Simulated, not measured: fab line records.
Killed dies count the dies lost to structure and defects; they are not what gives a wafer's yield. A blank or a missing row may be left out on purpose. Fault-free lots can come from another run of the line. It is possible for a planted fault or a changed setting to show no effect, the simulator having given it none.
Which tool was responsible? | flow sfq-line | 43 wafers from 15 lots sampled at 4 of the route's 325 steps

WHAT EACH GAUGE READ, for each wafer
SFQ_I3_OVL_MEAS_923. Usual: I3_OVL typically reads -2 nm, with standard deviation 5.9.
lot  | measured     | on         | I3_OVL (nm) | flag
L596 | day 44 20:25 | overlay-01 | 0 -7 -3     |
L597 | day 44 22:46 | overlay-01 | 5 -10 6     |
L598 | day 51 03:59 | overlay-01 | -10 2 3     |
L599 | day 51 07:35 | overlay-01 | 1 0 -1      |
L600 | day 55 21:32 | overlay-01 | 8 1 6       |
L601 | day 56 07:08 | overlay-01 | 2 2 -7      |
L603 | day 56 16:44 | overlay-02 | -8 -5 -13   |
L605 | day 56 20:20 | overlay-01 | 1 0 -5      |
L606 | day 56 23:56 | overlay-02 | -8 -3 2     |
L607 | day 57 02:20 | overlay-01 | -2 -7 3     |
L609 | day 57 05:56 | overlay-02 | -2 -9       |
L611 | day 57 10:44 | overlay-02 | -5 -16      |
L614 | day 57 22:52 | overlay-02 | -9 -5 -2    |
L615 | day 58 01:16 | overlay-01 | 3 -3 -4     |
L616 | day 58 04:52 | overlay-02 | 5 4 2       |

SFQ_R5_OVL_MEAS_935. Usual: R5_OVL typically reads -1 nm, with standard deviation 5.
lot  | measured     | on         | R5_OVL (nm) | flag
L596 | day 65 21:25 | overlay-01 | -2 -9 -4    |
L597 | day 66 01:00 | overlay-01 | -4 0 -2     |
L598 | day 66 23:48 | overlay-01 | 3 5 -1      |
L599 | day 67 02:12 | overlay-01 | -7 -3 -1    |
L600 | day 67 18:50 | overlay-01 | 7 4 7       |
L601 | day 67 20:02 | overlay-01 | 1 -2 3      |
L603 | day 67 23:44 | overlay-02 | -6 -3 -13   |
L605 | day 68 08:17 | overlay-01 | 2 3 4       |
L606 | day 72 20:34 | overlay-01 | -1 -1 -5    |
L607 | day 68 11:17 | overlay-01 | -7 -4 -7    |
L609 | day 73 08:34 | overlay-01 | 1 -5        |
L611 | day 74 00:09 | overlay-02 | -5 -2       |
L614 | day 77 20:56 | overlay-02 | 4 0 3       |
L615 | day 78 06:26 | overlay-01 | 1 0 -4      |
L616 | day 78 18:27 | overlay-02 | 6 1 4       |

EACH LOT AND THE TOOL THAT RAN IT (in order: tool; ch and the chambers of the sampled wafers; start)
lot  | SFQ_TRILAYER_JJ_TRILAYER_DEP_SPUTTER_110 | SFQ_TRILAYER_A5B_DEP_PECVD_129
L596 | pvd-sputter-04, day 55 11:48             | pecvd-04 ch 0,1, day 65 12:46
L597 | pvd-sputter-05, day 55 15:24             | pecvd-01 ch 1,2, day 65 15:10
L598 | pvd-sputter-04, day 56 14:12             | pecvd-02 ch 0,2, day 66 07:58
L599 | pvd-sputter-05, day 56 16:36             | pecvd-04 ch 1,2, day 66 10:01
L600 | pvd-sputter-03, day 61 17:01             | pecvd-01 ch 0,1,2, day 66 17:34
L601 | pvd-sputter-03, day 62 04:23             | pecvd-04 ch 0,1, day 67 04:32
L603 | pvd-sputter-03, day 62 14:33             | pecvd-04 ch 0,1,2, day 67 11:41
L605 | pvd-sputter-04, day 62 20:58             | pecvd-01 ch 0,1,2, day 67 17:47
L606 | pvd-sputter-03, day 62 22:46             | pecvd-02 ch 0,2, day 67 23:49
L607 | pvd-sputter-05, day 62 23:23             | pecvd-01 ch 1,2, day 67 21:23
L609 | pvd-sputter-05, day 63 04:46             | pecvd-01 ch 1,2, day 68 08:11
L611 | pvd-sputter-03, day 63 12:34             | pecvd-01 ch 0,2, day 69 05:59
L614 | pvd-sputter-05, day 63 22:10             | pecvd-04 ch 0,1, day 73 07:13
L615 | pvd-sputter-03, day 64 02:18             | pecvd-02 ch 1,2, day 73 12:01
L616 | pvd-sputter-03, day 64 09:30             | pecvd-01 ch 0,1,2, day 73 22:49
- SFQ_TRILAYER_JJ_TRILAYER_DEP_SPUTTER_110: material Al, target thk 8 nm, time 10 s.
- SFQ_TRILAYER_A5B_DEP_PECVD_129: deposits SiO2 from SiH4/N2O, time 133.33 s, target thk 600 nm.

WHAT THE TOOLS THEMSELVES READ (means of the sampled wafers that have a number; where no wafer has one, the mark that the record gives instead)
SFQ_TRILAYER_JJ_TRILAYER_DEP_SPUTTER_110. Usual: throttle-valve-pct reads 29.8 % (standard deviation 0.71).
lot  | tool           | throttle-valve-pct (%) | flag
L596 | pvd-sputter-04 | 30.3                   |
L597 | pvd-sputter-05 | 29.9                   |
L598 | pvd-sputter-04 | 30.5                   |
L599 | pvd-sputter-05 | 29.5                   |
L600 | pvd-sputter-03 | 29.9                   |
L601 | pvd-sputter-03 | 30.1                   |
L603 | pvd-sputter-03 | 29.3                   |
L605 | pvd-sputter-04 | 30.2                   |
L606 | pvd-sputter-03 | 30.1                   |
L607 | pvd-sputter-05 | 29.4                   |
L609 | pvd-sputter-05 | 29.4                   |
L611 | pvd-sputter-03 | 30.1                   |
L614 | pvd-sputter-05 | 29.7                   |
L615 | pvd-sputter-03 | 30.0                   |
L616 | pvd-sputter-03 | 29.2                   |

SFQ_TRILAYER_A5B_DEP_PECVD_129. Usual: heater-power-outer-w 24 W, standard deviation 8.3; heater-power-w 75 W, standard deviation 13; run-length-s 161.3 s, standard deviation 0.65; throttle-valve-pct 24.9 %, standard deviation 0.85.
lot  | tool     | heater-power-outer-w (W) | heater-power-w (W) | run-length-s (s) | throttle-valve-pct (%) | flag
L596 | pecvd-04 | 16                       | 65                 | 161.6            | 25.0                   |
L597 | pecvd-01 | 26                       | 81                 | 162.4            | 25.3                   |
L598 | pecvd-02 | 22                       | 69                 | 161.4            | 24.5                   |
L599 | pecvd-04 | 19                       | 67                 | 160.7            | 24.7                   |
L600 | pecvd-01 | 26                       | 80                 | 161.5            | 25.2                   |
L601 | pecvd-04 | 21                       | 70                 | 161.3            | 25.2                   |
L603 | pecvd-04 | 19                       | 69                 | 160.9            | 24.6                   |
L605 | pecvd-01 | 27                       | 81                 | 161.7            | 25.3                   |
L606 | pecvd-02 | 24                       | 72                 | 161.8            | 24.7                   |
L607 | pecvd-01 | 29                       | 84                 | 173.1            | 25.4                   | OFF
L609 | pecvd-01 | 24                       | 75                 | 194.2            | 25.6                   | OFF
L611 | pecvd-01 | 20                       | 70                 | 177.6            | 25.5                   | OFF
L614 | pecvd-04 | 20                       | 70                 | 161.5            | 25.1                   |
L615 | pecvd-02 | 33                       | 82                 | 161.3            | 24.6                   |
L616 | pecvd-01 | 26                       | 79                 | 161.7            | 25.8                   |

THE ANSWER, worked out from the rows above alone
Rule: take the mean of a lot's wafers that have a number; if it is more than 3 standard deviations from the usual mean, the lot is off. Also off: a lot with no number at a reading for which 4 or more lots have one. Where the step has rows for the other lots, those lots are counted as sound. Order of review: gauges by route order, followed by the tools' own readings, for which a lot's mean as printed above is used. The first step at which some lot is off is used, and at that step the reading that is off furthest; a lot without a number counts as furthest.
Off, at SFQ_TRILAYER_A5B_DEP_PECVD_129 on run-length-s: L607, L609, L611.
If a tool, at that step or one of the process steps before it, ran each lot that is off and ran no sound lot following the first of them, it fits. Of those tried, none fits.

WHAT HAD BEEN PUT IN BY THE SIMULATOR
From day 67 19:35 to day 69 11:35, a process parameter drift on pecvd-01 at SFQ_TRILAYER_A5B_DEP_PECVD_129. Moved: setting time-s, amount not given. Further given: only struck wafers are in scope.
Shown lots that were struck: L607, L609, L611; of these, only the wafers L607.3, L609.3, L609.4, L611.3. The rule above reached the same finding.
